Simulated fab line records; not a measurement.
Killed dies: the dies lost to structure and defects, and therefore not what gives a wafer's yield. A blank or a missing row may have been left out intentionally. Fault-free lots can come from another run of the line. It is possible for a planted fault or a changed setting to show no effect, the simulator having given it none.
fab line records -- flow sky130
record lots=12, wafers=33, last-day=51
route steps=708 shown POLY_CUT@318 LI_CONTACT@385 CONTACT@422 PAD_OPEN@708
lots with no fault: from the same line, run without faults
start-h: hours from the record's first day to the start of the lot's first wafer shown -- wait-h: how many hours have passed since the lot's step before this one -- " identical to the entry in the row above -- L1.1+2: one row covering several wafers at once -- - no value, or no start was given -- * or withheld: withheld -- < > ~ a bound
route shown NAME@n: names a module that has steps shown in the file, with the first one's number in the route -- usual: the fault-free wafers' mean and standard deviation -- same: alike in all rows -- chamber/n: place in a boat -- sites: each site's reading -- _std_site: the standard deviation of these -- _edge_site: mean of outer sites minus mean of inner sites -- radius-mm: for every site, how far away it sits from the centre of the wafer -- mask NAME#n: copy n -- behind: the most recent tool/chamber to have shaped the wafer -- hold: cause of the lot's hold/its duration in hours/its outcome -- device: names the non-switching transistor (n, p or np) -- end of line: the same wafers' tests at the end of the route -- a step with no rows: only its recipe -- killed: not the wafer's yield, but the dies lost to structure and defects at the first sort -- map: the dies of a wafer, with x for killed, . for not killed, _ for no die there
set.NAME: the setting that was run; set.NAME@STEP: the one run at that earlier step -- model.NAME: the simulator's own value behind a step, which no gauge read
one table for each step of the route and one row for each wafer, over a sample of lots
services: when a tool's chamber went out of use (start-h, in hours from the record's first day, below 0 if earlier), for how many hours, and the reason
## steps
# step SKY_POLY_CUT_ETCH_11
# recipe target=Si3N4, chemistry=CF4/CH2F2/Ar, stop-on=poly-Si, source-w=600, bias-w=150, pressure-mtorr=40, cf4-flow-sccm=40, ch2f2-flow-sccm=20, Ar_flow_sccm=150, time-s=42.5, target-depth-a=600
# usual drypump-motor-current-A=5.8/0.38, oes-product-au=0.831/0.0064, throttle-valve-pct=14.996/0.009
lot.wafer,tool,chamber,start-h,wait-h,drypump-motor-current-A,oes-product-au,rf-hours-counter-h,throttle-valve-pct
L814.1,rie-diel-01,1,562.63,0.0,5.9,0.828,7,15.002
L814.4,rie-diel-01,3,562.63,0.0,5.9,0.824,33,14.986
L814.5,rie-diel-01,3,562.63,0.0,5.9,0.824,-,15.005
L815.1,rie-diel-02,3,570.60,0.0,6.4,0.821,38,15.003
L815.3,rie-diel-02,0,570.60,0.0,6.1,0.828,60,14.993
L815.5,rie-diel-02,0,570.60,0.0,6.1,0.830,-,14.992
L816.1,rie-diel-01,1,584.38,0.0,5.9,0.829,8,14.986
L816.2,rie-diel-01,3,584.38,0.0,5.9,0.818,33,14.999
L816.5,rie-diel-01,3,584.38,0.0,5.9,0.829,-,14.987
L817.1,rie-diel-01,3,590.85,0.0,5.9,0.832,33,15.001
L817.3,rie-diel-01,0,590.85,0.0,5.6,0.825,6,15.007
L817.5,rie-diel-01,2,590.85,0.0,5.9,0.834,-,15.004
L820.2,rie-diel-04,0,620.63,0.0,5.3,0.832,8,15.004
L820.3,rie-diel-04,3,620.63,0.0,5.6,0.840,2,15.014
L820.6,rie-diel-04,3,620.63,0.0,5.6,0.835,-,14.992
L824.1,rie-diel-02,2,651.75,0.0,5.4,0.832,51,14.988
L824.3,rie-diel-02,1,651.75,0.0,6.2,0.831,60,15.001
L827.1,rie-diel-04,3,670.07,0.0,5.6,0.830,4,14.994
L827.3,rie-diel-04,0,670.07,0.0,5.3,0.836,10,15.005
L828.1,rie-diel-04,2,679.50,0.0,5.4,0.838,13,14.980
L828.5,rie-diel-04,0,679.50,0.0,5.4,0.830,-,14.995
L832.1,rie-diel-02,0,713.28,0.0,6.1,0.827,1,14.981
L832.3,rie-diel-02,1,713.28,0.0,6.2,0.831,0,14.996
L832.4,rie-diel-02,1,713.28,0.0,6.2,0.834,-,14.986
L834.2,rie-diel-01,3,733.43,0.0,5.9,0.832,36,15.002
L834.4,rie-diel-01,1,733.43,0.0,5.9,0.835,-,14.992
L834.5,rie-diel-01,3,733.43,0.0,5.9,0.825,-,14.993
L835.2,rie-diel-04,1,737.25,0.0,4.9,0.837,12,15.008
L835.4,rie-diel-04,3,737.25,0.0,5.6,0.842,5,14.986
L835.5,rie-diel-04,3,737.25,0.0,5.7,0.833,-,14.992
L836.1,rie-diel-02,2,774.39,0.0,5.4,0.830,1,14.998
L836.3,rie-diel-02,0,774.39,0.0,6.1,0.840,2,14.992
L836.6,rie-diel-02,1,774.39,0.0,6.2,0.842,-,15.004
# step SKY_POLY_CUT_STRIP_12
# recipe chemistry=O2/N2, power-w=1400, pressure-mtorr=1500, platen-temp-c=withheld, o2-flow-sccm=3000, n2-flow-sccm=300, overash-fraction=0.5
# usual drypump-motor-current-A=5.7/0.43, oes-product-au=0.452/0.0042, strip-time-to-endpoint-s=5.357/0.016
lot.wafer,tool,chamber,start-h,wait-h,drypump-motor-current-A,oes-product-au,rf-hours-counter-h,strip-time-to-endpoint-s
L814.1,plasma-asher-03,0,562.67,0.0,5.7,0.455,76,5.358
L814.4,plasma-asher-03,0,562.67,0.0,5.7,0.454,-,5.366
L814.5,plasma-asher-03,1,562.67,0.0,5.6,0.448,-,5.381
L815.1,plasma-asher-01,1,570.64,0.0,6.2,0.454,45,5.351
L815.3,plasma-asher-01,1,570.64,0.0,6.2,0.445,-,5.344
L815.5,plasma-asher-01,0,570.64,0.0,5.3,0.445,-,5.333
L816.1,plasma-asher-02,1,584.42,0.0,5.1,0.453,87,5.333
L816.2,plasma-asher-02,0,584.42,0.0,6.2,0.450,87,5.339
L816.5,plasma-asher-02,0,584.42,0.0,6.3,0.452,-,5.354
L817.1,plasma-asher-01,1,590.89,0.0,6.1,0.446,47,5.367
L817.3,plasma-asher-01,0,590.89,0.0,5.3,0.444,-,5.382
L817.5,plasma-asher-01,0,590.89,0.0,5.3,0.447,-,5.372
L820.2,plasma-asher-02,1,620.67,0.0,5.1,0.459,91,5.340
L820.3,plasma-asher-02,0,620.67,0.0,6.3,0.452,-,5.325
L820.6,plasma-asher-02,1,620.67,0.0,5.1,0.448,-,5.346
L824.1,plasma-asher-03,1,651.79,0.0,5.6,0.455,84,5.336
L824.3,plasma-asher-03,0,651.79,0.0,5.7,0.458,-,5.354
L827.1,plasma-asher-02,1,670.11,0.0,5.1,0.450,96,5.342
L827.3,plasma-asher-02,1,670.11,0.0,5.1,0.460,-,5.372
L828.1,plasma-asher-03,0,679.54,0.0,5.7,0.451,87,5.358
L828.5,plasma-asher-03,1,679.54,0.0,5.6,0.455,-,5.367
L832.1,plasma-asher-03,0,713.32,0.0,5.7,0.453,91,5.337
L832.3,plasma-asher-03,0,713.32,0.0,5.7,0.450,-,5.336
L832.4,plasma-asher-03,1,713.32,0.0,5.6,0.449,-,5.364
L834.2,plasma-asher-01,0,733.48,0.0,5.3,0.453,61,5.363
L834.4,plasma-asher-01,1,733.48,0.0,6.2,0.457,-,5.360
L834.5,plasma-asher-01,0,733.48,0.0,5.3,0.451,-,5.366
L835.2,plasma-asher-03,1,737.29,0.0,5.6,0.442,94,5.309
L835.4,plasma-asher-03,0,737.29,0.0,5.7,0.453,-,5.319
L835.5,plasma-asher-03,0,737.29,0.0,5.7,0.450,-,5.324
L836.1,plasma-asher-03,1,774.43,0.0,5.6,0.456,97,5.349
L836.3,plasma-asher-03,1,774.43,0.0,5.6,0.453,-,5.329
L836.6,plasma-asher-03,0,774.43,0.0,5.7,0.448,-,5.352
# step SKY_LI_CONTACT_THK_MEAS_23
# recipe thk-meas-gauge=xrf, reads=W_of_LI_CONTACT_CVD_21
# usual LI_CONTACT_W_THK=394/6.9
lot.wafer,tool,chamber,start-h,wait-h,LI_CONTACT_W_THK[nm]
L814.1,film-metro-02,-,681.65,0.1,386
L814.4,film-metro-02,-,681.65,0.1,393
L814.5,film-metro-02,-,681.65,0.1,391
L815.1,film-metro-02,-,688.03,0.1,391
L815.3,film-metro-02,-,688.03,0.1,382
L815.5,film-metro-02,-,688.03,0.1,390
L816.1,film-metro-03,-,700.56,0.1,398
L816.2,film-metro-03,-,700.56,0.1,398
L816.5,film-metro-03,-,700.56,0.1,390
L817.1,film-metro-01,-,708.08,0.1,399
L817.3,film-metro-01,-,708.08,0.1,401
L817.5,film-metro-01,-,708.08,0.1,398
L820.2,film-metro-03,-,736.07,0.1,394
L820.3,film-metro-03,-,736.07,0.1,394
L820.6,film-metro-03,-,736.07,0.1,394
L824.1,film-metro-03,-,765.97,0.1,392
L824.3,film-metro-03,-,765.97,0.1,398
L827.1,film-metro-03,-,783.46,0.1,386
L827.3,film-metro-03,-,783.46,0.1,383
L828.1,film-metro-02,-,790.33,0.1,392
L828.5,film-metro-02,-,790.33,0.1,393
L832.1,film-metro-02,-,823.16,0.1,387
L832.3,film-metro-02,-,823.16,0.1,400
L832.4,film-metro-02,-,823.16,0.1,398
L834.2,film-metro-02,-,842.64,0.1,394
L834.4,film-metro-02,-,842.64,0.1,402
L834.5,film-metro-02,-,842.64,0.1,397
L835.2,film-metro-03,-,844.56,0.1,392
L835.4,film-metro-03,-,844.56,0.1,403
L835.5,film-metro-03,-,844.56,0.1,395
L836.1,film-metro-02,-,881.20,0.1,389
L836.3,film-metro-02,-,881.20,0.1,387
L836.6,film-metro-02,-,881.20,0.1,389
# step SKY_CONTACT_ETCH_16
# recipe chemistry=N2/H2, target=BARC, ion-energy-ev=200, source-w=500, bias-w=100, pressure-mtorr=30, n2-flow-sccm=100, h2-flow-sccm=200, stop-on=SiO2, time-s=45.9, target-depth-a=600
# usual drypump-motor-current-A=5.6/0.42, oes-product-au=0.854/0.0051, throttle-valve-pct=13.225/0.0081
lot.wafer,tool,chamber,start-h,wait-h,drypump-motor-current-A,oes-product-au,rf-hours-counter-h,throttle-valve-pct
L814.1,rie-diel-03,1,738.49,0.0,5.1,0.853,8,13.220
L814.4,rie-diel-03,0,738.49,0.0,6.3,0.856,16,13.229
L814.5,rie-diel-03,3,738.49,0.0,6.3,0.850,-,13.229
L815.1,rie-diel-04,2,745.69,0.0,5.4,0.855,15,13.224
L815.3,rie-diel-04,1,745.69,0.0,4.9,0.860,12,13.231
L815.5,rie-diel-04,1,745.69,0.0,4.9,0.847,-,13.225
L816.1,rie-diel-03,3,755.64,0.0,6.3,0.847,39,13.215
L816.2,rie-diel-03,2,755.64,0.0,5.4,0.859,18,13.229
L816.5,rie-diel-03,1,755.64,0.0,5.1,0.856,-,13.221
L817.1,rie-diel-01,0,765.24,0.0,5.6,0.854,9,13.224
L817.3,rie-diel-01,2,765.24,0.0,5.9,0.850,18,13.218
L817.5,rie-diel-01,3,765.24,0.0,5.9,0.854,-,13.232
L820.2,rie-diel-03,0,792.20,0.0,6.3,0.858,17,13.221
L820.3,rie-diel-03,2,792.20,0.0,5.4,0.853,19,13.222
L820.6,rie-diel-03,0,792.20,0.0,6.4,0.846,-,13.228
L824.1,rie-diel-03,0,820.64,0.0,6.4,0.785,18,13.212
L824.3,rie-diel-03,3,820.64,0.0,6.3,0.858,0,13.224
L827.1,rie-diel-03,3,837.70,0.0,6.3,0.808,1,13.227
L827.3,rie-diel-03,0,837.70,0.0,6.3,0.846,19,13.233
L828.1,rie-diel-03,1,845.09,0.0,5.1,0.806,11,13.224
L828.5,rie-diel-03,2,845.09,0.0,5.4,0.803,-,13.214
L832.1,rie-diel-04,0,877.09,0.0,5.3,0.856,16,13.221
L832.3,rie-diel-04,2,877.09,0.0,5.4,0.850,19,13.229
L832.4,rie-diel-04,1,877.09,0.0,4.9,0.852,17,13.223
L834.2,rie-diel-01,3,896.24,0.0,5.9,0.858,3,13.203
L834.4,rie-diel-01,1,896.24,0.0,5.9,0.847,17,13.215
L834.5,rie-diel-01,1,896.24,0.0,5.9,0.843,-,13.233
L835.2,rie-diel-01,1,898.40,0.0,6.0,0.853,17,13.221
L835.4,rie-diel-01,0,898.40,0.0,5.6,0.850,14,13.237
L835.5,rie-diel-01,0,898.40,0.0,5.6,0.852,-,13.212
L836.1,rie-diel-01,1,933.09,0.0,6.0,0.860,18,13.247
L836.3,rie-diel-01,0,933.09,0.0,5.6,0.855,15,13.228
L836.6,rie-diel-01,1,933.09,0.0,6.0,0.849,-,13.230
# step SKY_CONTACT_STRIP_19
# recipe chemistry=O2/N2, power-w=1400, pressure-mtorr=1500, platen-temp-c=withheld, o2-flow-sccm=3000, n2-flow-sccm=300, overash-fraction=0.5
# usual drypump-motor-current-A=5.4/0.43, oes-product-au=0.380/0.0049, strip-time-to-endpoint-s=3.61/0.055
lot.wafer,tool,chamber,start-h,wait-h,drypump-motor-current-A,oes-product-au,rf-hours-counter-h,strip-time-to-endpoint-s
L814.1,plasma-asher-04,1,738.62,-,5.1,0.377,28,3.58
L814.4,plasma-asher-04,0,738.62,-,5.2,0.378,-,3.71
L814.5,plasma-asher-04,1,738.62,-,5.1,0.386,-,3.58
L815.1,plasma-asher-04,1,745.83,-,5.1,0.379,29,3.63
L815.3,plasma-asher-04,0,745.83,-,5.2,0.378,-,3.52
L815.5,plasma-asher-04,1,745.83,-,5.1,0.377,-,3.51
L816.1,plasma-asher-02,1,755.78,-,5.1,0.371,1,3.62
L816.2,plasma-asher-02,0,755.78,-,6.2,0.373,1,3.60
L816.5,plasma-asher-02,1,755.78,-,5.1,0.369,-,3.55
L817.1,plasma-asher-01,1,765.37,-,6.1,0.388,64,3.64
L817.3,plasma-asher-01,1,765.37,-,6.1,0.383,-,3.69
L817.5,plasma-asher-01,1,765.37,-,6.2,0.378,-,3.61
L820.2,plasma-asher-04,1,792.33,-,5.1,0.385,33,3.65
L820.3,plasma-asher-04,1,792.33,-,5.1,0.381,-,3.61
L820.6,plasma-asher-04,0,792.33,-,5.2,0.382,-,3.65
L824.1,plasma-asher-01,1,820.77,-,6.1,0.386,70,3.83
L824.3,plasma-asher-01,0,820.77,-,5.3,0.378,-,3.59
L827.1,plasma-asher-01,1,837.83,-,6.1,0.389,72,3.74
L827.3,plasma-asher-01,0,837.83,-,5.3,0.391,-,3.68
L828.1,plasma-asher-04,0,845.22,-,5.3,0.390,39,3.73
L828.5,plasma-asher-04,0,845.22,-,5.3,0.388,-,3.77
L832.1,plasma-asher-01,0,877.23,-,5.3,0.379,76,3.58
L832.3,plasma-asher-01,1,877.23,-,6.1,0.376,-,3.60
L832.4,plasma-asher-01,0,877.23,-,5.3,0.379,-,3.51
L834.2,plasma-asher-04,0,896.37,-,5.3,0.382,44,3.53
L834.4,plasma-asher-04,0,896.37,-,5.2,0.382,-,3.60
L834.5,plasma-asher-04,0,896.37,-,5.2,0.383,-,3.61
L835.2,plasma-asher-01,1,898.53,-,6.2,0.389,79,3.57
L835.4,plasma-asher-01,0,898.53,-,5.3,0.388,-,3.60
L835.5,plasma-asher-01,0,898.53,-,5.3,0.377,-,3.60
L836.1,plasma-asher-01,0,933.23,-,5.3,0.383,83,3.59
L836.3,plasma-asher-01,1,933.23,-,6.1,0.375,-,3.63
L836.6,plasma-asher-01,0,933.23,-,5.3,0.376,-,3.60
# step SKY_PAD_OPEN_PROBE_99
# usual killed_at_M0_to_M3=43/6.5, killed_at_M4_up=3.1/1.8, killed-at-contacts=24/5.6, killed-at-front-end=15/4.2, killed-at-other=0.3/0.5, killed-dies=86/8.9, killed-open=47/6.9, killed-short=39/5.9
# same gross-dies=492, killed-at-back-side=0
lot.wafer,tool,chamber,start-h,wait-h,killed_at_M0_to_M3,killed_at_M4_up,killed-at-contacts,killed-at-front-end,killed-at-other,killed-dies,killed-open,killed-short
L824.1,prober-01,-,1136.60,0.1,36,7,25,17,0,85,49,36
# killed by level:class
L824.1 VIA1:geometric-particle:open=11 CONTACT:geometric-particle:open=11 CONTACT:geometric-particle:short=7 VIA2:geometric-particle:open=6 METAL4:geometric-particle:short=6 FIELD_ISO:geometric-particle:open=4 FIELD_ISO:geometric-particle:short=4 SPACER:geometric-particle:open=4
## services
tool,chamber,start-h,hours,kind
rie-diel-01,1,543.09,2.5,repair
rie-diel-04,2,549.98,9.6,repair
rie-diel-04,1,552.43,8.3,repair
plasma-asher-01,-,562.07,1.5,repair
plasma-asher-03,-,571.94,4.1,repair
plasma-asher-03,-,584.82,1.6,repair
plasma-asher-03,-,621.27,2.5,repair
plasma-asher-01,-,636.05,6.1,repair
rie-diel-01,-,648.67,0.6,repair
rie-diel-04,1,649.29,3.6,repair
rie-diel-04,3,659.07,3.4,repair
rie-diel-04,1,665.35,6.5,repair
rie-diel-04,3,680.43,1.2,repair
plasma-asher-03,-,690.31,0.4,repair
rie-diel-04,0,691.29,6.7,repair
plasma-asher-01,-,694.85,2.8,pm
rie-diel-04,-,710.96,0.4,repair
rie-diel-04,3,711.32,10.7,repair
rie-diel-01,0,731.64,6.9,repair
rie-diel-04,3,745.15,2.8,repair
rie-diel-04,3,756.04,2.6,repair
plasma-asher-03,-,761.68,0.8,repair
rie-diel-01,2,888.90,2.2,repair
rie-diel-01,-,907.19,4.3,pm
## key
first-sign step=SKY_CONTACT_ETCH_16, reading=oes-product-au, direction=down, sigmas=10, usual=0.854, struck=0.801
effect step=SKY_CONTACT_STRIP_19, reading=strip-time-to-endpoint-s, direction=up, sigmas=2.9, usual=*, struck=*
met-at SKY_CONTACT_ETCH_16
struck-lots L824,L827,L828
struck-wafers L824.1,L827.1,L828.1,L828.5
tester-left-out L824,L827,L828
not-acting-at SKY_POLY_CUT_ETCH_11,SKY_POLY_CUT_STRIP_12,SKY_LI_CONTACT_THK_MEAS_23
onset-between 792.20 820.64
fault kind=process-parameter-drift, tool=rie-diel-03, chamber=-, onset-h=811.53, steps=SKY_CONTACT_ETCH_16, channel=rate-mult, offset=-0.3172, shape=step, end-h=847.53, scope=struck-wafers-only
# tester-left-out: of these lots the tester's yield and bins aren't shown, on N5 and GAA mostly nor the transistor test; their killed dies are dies lost to structure and defects alone, not to doping, threshold or leakage, so they don't give the yield
